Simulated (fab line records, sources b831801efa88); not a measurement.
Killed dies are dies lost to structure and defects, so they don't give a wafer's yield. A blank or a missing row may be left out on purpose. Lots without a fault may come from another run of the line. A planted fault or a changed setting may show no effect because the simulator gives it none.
A struck lot beside a sound one | flow sky130 | 27 steps out of a route of 708
Sound: wafers L924.2, L924.4, L924.5. Struck: wafers L928.1, L928.2, L928.4. The cause comes at the end.
At each step with rows: each side's tool, then ch and its chambers, then its first start. Under that, the readings that differ: sound wafers | struck wafers | difference of the means | sigmas: that difference in standard deviations of wafers without a fault.
alike: readings whose means differ by less than 2 such deviations, and words and numbers that are the same on both sides. not compared: withheld readings, readings that some wafer has no value for, bounds like >300 that may hide the same value, and numbers for which the record gives no deviation and whose values overlap.
The two part at a step that has a row with sigmas, a row that says differs or no value, or rows on one side only. Numbers that don't overlap but have no deviation are shown without sigmas and don't part them. A reading that every wafer of one side lacks parts them only if that side has two wafers or more.

SKY_VT_ADJUST_LVTN_STRIP_20: strips in O2/N2.
  sound on plasma_asher-01 ch 1, day 10 04:16; struck on plasma_asher-03 ch 0,1, day 11 13:05
  alike: chamber_pressure_mTorr, drypump_motor_current_A, oes_product_au, strip_time_to_endpoint_s
  not compared: rf_hours_counter_h
SKY_VT_ADJUST_LVTN_TW_MEAS_21:
  sound on film_metro-03, day 10 04:23; struck on film_metro-01, day 11 13:11
  reading             | sound             | struck            | difference | sigmas
  VT_ADJUST_LVTN_2_TW | 189.8 188.9 189.1 | 185.0 185.4 185.8 | -3.9       | -2
then, 7 steps without rows for these wafers: SKY_VT_ADJUST_NCORE_DEHYDRATE_00 (time 60 s); SKY_VT_ADJUST_NCORE_HMDS_01 (prime time 60 s); SKY_VT_ADJUST_NCORE_COAT_02 (resist thk 1140 nm); SKY_VT_ADJUST_NCORE_SOFTBAKE_03 (time 60 s); SKY_VT_ADJUST_NCORE_EXPOSE_04 (exposes mask LVTN COMPLEMENT THIN, target cd 380 nm); SKY_VT_ADJUST_NCORE_PEB_05; SKY_VT_ADJUST_NCORE_DEVELOP_06 (develop time 60 s).
SKY_VT_ADJUST_NCORE_CD_MEAS_07: target cd 380 nm.
  sound on cd_sem-02, day 11 02:10; struck on cd_sem-02, day 12 12:13
  alike: cd_nm
SKY_VT_ADJUST_NCORE_OVL_MEAS_08:
  sound on overlay-01, day 11 02:16; struck on overlay-02, day 12 12:20
  alike: VT_ADJUST_NCORE_OVL
then, 1 step without rows for these wafers: SKY_VT_ADJUST_NCORE_IMPLANT_09.
SKY_VT_ADJUST_NCORE_STRIP_10: strips in O2/N2.
  sound on plasma_asher-01 ch 0,1, day 11 02:27; struck on plasma_asher-02 ch 0,1, day 12 12:31
  no value came back on the struck wafers for chamber_pressure_mTorr (mTorr), drypump_motor_current_A (A), oes_product_au (a.u.), strip_time_to_endpoint_s (s); on the sound wafers chamber_pressure_mTorr (mTorr) reads 1501.4 1504.4 1499.0
  reading                                              | sound | struck         | difference | sigmas
  model.NOVOLAK_of_VT_ADJUST_NCORE_COAT_02.thk_nm (nm) | 0 0 0 | 1140 1139 1139 | +1139      |
  not compared: rf_hours_counter_h
SKY_VT_ADJUST_NCORE_TW_MEAS_11:
  sound on film_metro-02, day 11 02:34; struck on film_metro-04, day 12 12:37
  alike: VT_ADJUST_NCORE_TW
then, 7 steps without rows for these wafers: SKY_VT_ADJUST_HVTR_DEHYDRATE_00 (time 60 s); SKY_VT_ADJUST_HVTR_HMDS_01 (prime time 60 s); SKY_VT_ADJUST_HVTR_COAT_02 (resist thk 1140 nm); SKY_VT_ADJUST_HVTR_SOFTBAKE_03 (time 60 s); SKY_VT_ADJUST_HVTR_EXPOSE_04 (exposes mask HVTRM, target cd 380 nm); SKY_VT_ADJUST_HVTR_PEB_05; SKY_VT_ADJUST_HVTR_DEVELOP_06 (develop time 60 s).
SKY_VT_ADJUST_HVTR_CD_MEAS_07: target cd 380 nm.
  sound on cd_sem-01, day 12 02:28; struck on cd_sem-01, day 13 11:05
  alike: cd_nm
SKY_VT_ADJUST_HVTR_OVL_MEAS_08:
  sound on overlay-01, day 12 02:34; struck on overlay-01, day 13 11:12
  alike: VT_ADJUST_HVTR_OVL
then, 1 step without rows for these wafers: SKY_VT_ADJUST_HVTR_IMPLANT_09.
SKY_VT_ADJUST_HVTR_STRIP_10: strips in O2/N2.
  sound on plasma_asher-02 ch 0,1, day 12 02:45; struck on plasma_asher-04 ch 0,1, day 13 11:23
  reading                      | sound             | struck            | difference | sigmas
  strip_time_to_endpoint_s (s) | 14.15 14.10 14.13 | 31.28 31.25 31.24 | +17.13     | +99 or more
  alike: chamber_pressure_mTorr, drypump_motor_current_A, oes_product_au
  not compared: rf_hours_counter_h
SKY_VT_ADJUST_HVTR_TW_MEAS_11:
  sound on film_metro-02, day 12 02:52; struck on film_metro-04, day 13 11:29
  reading           | sound             | struck         | difference | sigmas
  VT_ADJUST_HVTR_TW | 213.3 211.8 211.7 | 30.0 30.2 30.1 | -182.2     | -87
then, 1 step without rows for these wafers: SKY_VT_ADJUST_PCH_DEHYDRATE_00 (time 60 s).

WHERE THEY PART
First at SKY_VT_ADJUST_LVTN_TW_MEAS_21; last, within this record, at SKY_VT_ADJUST_HVTR_TW_MEAS_11.

WHY: what the simulator had put in
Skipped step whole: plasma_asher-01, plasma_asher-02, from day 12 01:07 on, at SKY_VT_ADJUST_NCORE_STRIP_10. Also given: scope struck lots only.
